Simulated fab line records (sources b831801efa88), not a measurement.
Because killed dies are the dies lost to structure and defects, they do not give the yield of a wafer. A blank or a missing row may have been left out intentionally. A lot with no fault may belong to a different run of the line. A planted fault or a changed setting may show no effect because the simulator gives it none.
8D (eight disciplines) problem report, filled in by code + flow sky130 + the parts of the form that need people (team, actions taken, sign-off) are left out

== 1. PROBLEM STATEMENT ==
CAP2M_TIN_RS at SKY_CAP2M_RS_MEAS_03 reads a mean of 7.32 ohm/sq on 1 wafer of 1 lot; wafers without a fault read 6.96 ohm/sq with a standard deviation of 0.081. That puts it +4.4 standard deviations away from the usual mean.
The step: measures by four-point-probe.
Seen first at day 43 21:01 on film_metro-03, wafer L195.2. At this step, 15 wafers from 5 lots have a number in the record. By rule, "out" or "out of limits" means more than 4 standard deviations away from the usual mean. All remaining wafers that have a number are taken as sound.

== 2. WHAT IT IS, AND WHAT IT ISN'T ==
| question                    | is                | is not                                                                   |
|-----------------------------|-------------------|--------------------------------------------------------------------------|
| which readings at this step | CAP2M_TIN_RS      | -                                                                        |
| which lots                  | L195              | L184, L187, L199, L202                                                   |
| which wafers of those lots  | L195.2            | L195.1, L195.3                                                           |
| read on which gauges        | film_metro-03     | film_metro-02                                                            |
| when                        | from day 43 21:01 | up to then (8 sound wafers); but 6 sound wafers of L199, L202 came after |

== 3. THE SUSPECTS, EACH WITH WHAT RULES IT OUT ==
Counting: if a tool at a process step up to the reading ran every lot that is out, it stays a suspect. Sound lots after the first of them don't rule it out here, since some wafers of a struck lot are sound.
- the gauge at SKY_CAP2M_RS_MEAS_03 is ruled out. All the wafers that are out were read on film_metro-03, but those of them that SKY_CAP2M_SPUTTER_02 has rows for are out there too, on other tools.
- pvd_sputter-02 at SKY_VIA3_SPUTTER_20 (material TiN, target thk 20 nm, time 80 s): kept. It ran the lot that is out, L195 (day 43 19:53).
- cvd_w-02 at SKY_VIA3_CVD_21 (deposits W, target thk 390 nm, time 117.31 s): kept. It ran the lot that is out, L195 (day 43 19:56); its last sound lot up to then is L187 (day 41 10:05).
- pvd_sputter-03 at SKY_METAL4_SPUTTER_04 (material TiN, target thk 70 nm, time 58.3 s): kept. It ran the lot that is out, L195 (day 43 20:46); its last sound lot up to then is L184 (day 40 13:35).
- pecvd-02 at SKY_CAP2M_CVD_00 (deposits SiO2, target thk 15.5 nm): kept. It ran the lot that is out, L195 (day 43 20:49).
- pvd_sputter-04 at SKY_CAP2M_SPUTTER_02 (material TiN, target thk 200 nm, time 166.7 s): kept. It ran the lot that is out, L195 (day 43 20:54); its last sound lot up to then is L184 (day 40 13:43). Its own chamber_pressure_pa readings are out on those wafers.
- At SKY_VIA3_CVD_21 on cvd_w-02, chamber 0 took the sound wafers of the same lots and chamber 1 took the wafers that are out.
- pecvd-02, SKY_CAP2M_CVD_00: wafers that are out in chamber 0, sound lot-mates in chambers 1, 2.
Left after counting: pvd_sputter-02 at SKY_VIA3_SPUTTER_20, cvd_w-02 at SKY_VIA3_CVD_21, pvd_sputter-03 at SKY_METAL4_SPUTTER_04, pecvd-02 at SKY_CAP2M_CVD_00, pvd_sputter-04 at SKY_CAP2M_SPUTTER_02.

== 4. THE CAUSE (what the simulator had put in) ==
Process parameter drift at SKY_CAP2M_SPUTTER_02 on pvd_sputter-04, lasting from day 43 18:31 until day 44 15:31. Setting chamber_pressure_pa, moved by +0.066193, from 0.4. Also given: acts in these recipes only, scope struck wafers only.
5 suspects survive the count, and this tool is in that group.

== 5. THE EFFECT CHAIN, in route order ==
Each row: a reading where the mean over the struck wafers with a number is more than 3 standard deviations away from the usual. Readings are gone through only where the record gives a usual standard deviation; hours: the median, over the lots, of the time from a lot's start at the first step in this table giving one to that lot's start at this step; sigmas: the change measured in usual standard deviations.
| hours | step                    | reading             | usual       | on struck wafers | change  | sigmas |
|-------|-------------------------|---------------------|-------------|------------------|---------|--------|
| 0     | SKY_CAP2M_SPUTTER_02    | chamber_pressure_pa | 0.4000 Pa   | 0.4659           | +0.0659 | +80    |
| 0     | SKY_CAP2M_RS_MEAS_03    | CAP2M_TIN_RS        | 6.96 ohm/sq | 7.32             | +0.36   | +4.4   |
| 3     | SKY_CAP2M_THK_MEAS_04   | CAP2M_TIN_THK       | 200.7 nm    | 189.6            | -11.1   | -4.3   |
| 23    | SKY_CAP2M_METAL_ETCH_13 | oes_product_au      | 0.937 a.u.  | 0.900            | -0.037  | -4.7   |
Its process steps:
- SKY_CAP2M_SPUTTER_02: material TiN, target thk 200 nm, time 166.7 s.
- SKY_CAP2M_METAL_ETCH_13: etches TiN in Cl2/BCl3, stops on SiO2, target depth 220 nm, time 62.9 s.
Later steps that measure or inspect, where all struck wafers having a row at the step show a number for every such reading and not one has moved that far: SKY_CAP2M_OVL_MEAS_12, SKY_METAL4_CD_MEAS_13, SKY_METAL4_OVL_MEAS_14.

== 6. WHAT WOULD HAVE CAUGHT IT SOONER ==
In this record the first reading out of limits at a measuring or inspecting step was taken at day 43 21:01, 2 hours after the fault began at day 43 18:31.
The tool's own readings at SKY_CAP2M_SPUTTER_02 were out on every struck wafer that the step has a row for (chamber_pressure_pa): an alarm limit on them would have fired on the first of those.
By day 43 21:01, every lot that is out (1) had started SKY_CAP2M_SPUTTER_02 on pvd_sputter-04. Had the tool been put on hold then, not one of them would have been saved.
